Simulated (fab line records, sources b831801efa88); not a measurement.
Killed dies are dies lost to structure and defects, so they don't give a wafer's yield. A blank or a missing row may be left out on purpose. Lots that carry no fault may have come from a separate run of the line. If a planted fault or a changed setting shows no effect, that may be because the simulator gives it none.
8D (eight disciplines) problem report, filled in by code ; flow gf180mcu ; the parts of the form that need people (team, actions taken, sign-off) are left out

## 1. THE PROBLEM
M2_ALCU_RS at GF_M2_RS_MEAS_05 reads a mean of 0.0761 ohm/sq on 2 wafers of 1 lot; wafers without a fault read 0.0699 ohm/sq with a standard deviation of 0.00085. That is +7.2 standard deviations from the usual mean.
The step: measures by four-point-probe.
First seen on wafer L622.2, day 24 03:05, on filmMetro-02. At this step, 33 wafers from 11 lots have a number in the record. The rule behind "out" and "out of limits": a value lying over 4 standard deviations away from the usual mean. The other wafers with a number count as sound.

## 2. WHAT THIS IS AND IS NOT
question;is;is not
which readings at this step;M2_ALCU_RS;-
which lots;L622;L607, L608, L611, L612, L613, L614, L619, L621, L628, L630
which wafers of those lots;L622.2, L622.5;L622.6
read on which gauges;filmMetro-02;filmMetro-01, filmMetro-03
when;from day 24 03:05;"up to then (25 sound wafers); but 6 sound wafers of L628, L630 came after"

## 3. SUSPECTS, AND WHAT RULES EACH OUT
Counting: any tool at a process step up to the reading remains a suspect provided it ran every lot that is out. Sound lots after the first of them don't rule it out here, since some wafers of a struck lot are sound.
- the gauge at GF_M2_RS_MEAS_05: kept. All the wafers that are out were read on filmMetro-02, and no step on other tools shows them out.
- cmp-01 at GF_V1_CMP_04 (polishes SiO2): kept. It ran the lot that is out, L622 (day 23 02:01); its last sound lot up to then is L613 (day 20 10:16).
- pvdSputter-03 at GF_M2_SPUTTER_02 (material AlCu, target thk 450 nm, time 23.9 s): kept. It ran the lot that is out, L622 (day 24 02:58); its last sound lot up to then is L619 (day 23 00:12).
- pvdSputter-03 at GF_M2_SPUTTER_03 (material Ti, target thk 10 nm, time 6.7 s): kept. It ran the lot that is out, L622 (day 24 03:00); its last sound lot up to then is L619 (day 23 00:14).
- Within cmp-01 at GF_V1_CMP_04: the wafers that are out ran in chambers 0, 2; their sound lot-mates ran in chamber 1.
Left after counting: cmp-01 at GF_V1_CMP_04, pvdSputter-03 at GF_M2_SPUTTER_02, pvdSputter-03 at GF_M2_SPUTTER_03, filmMetro-02 at GF_M2_RS_MEAS_05.

## 4. THE CAUSE (what the simulator had put in)
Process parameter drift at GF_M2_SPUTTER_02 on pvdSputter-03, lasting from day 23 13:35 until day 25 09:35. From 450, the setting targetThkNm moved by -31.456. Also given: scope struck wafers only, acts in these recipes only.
4 suspects survive the count, and this tool is in that group.

## 5. THE EFFECT CHAIN, in route order
Each row: a reading whose mean over the struck wafers that have a number lies more than 3 standard deviations from the usual. Scope: only readings with a usual standard deviation given in the record; hours: median across lots of the time from each lot's start at the first step in this table that gives one to its start at this step; sigmas: change in usual standard deviations.
hours;step;reading;usual;on struck wafers;change;sigmas
0;GF_M2_RS_MEAS_05;M2_ALCU_RS;0.0699 ohm/sq;0.0761;+0.0062;+7.2
0;GF_M2_THK_MEAS_06;M2_ALCU_THK;454 nm;414;-40;-5.5

## 6. HOW IT WOULD HAVE BEEN CAUGHT EARLIER
In this record the first reading out of limits at a measuring or inspecting step was taken at day 24 03:05, 14 hours after the fault began at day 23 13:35.
An alarm limit of 4 standard deviations would not have fired on the tool readings at GF_M2_SPUTTER_02 for which the record gives a usual standard deviation, since none of them was out on any struck wafer.
By day 24 03:05, every lot that is out (1) had started GF_M2_SPUTTER_02 on pvdSputter-03. None of them would have been spared by holding the tool at that moment.
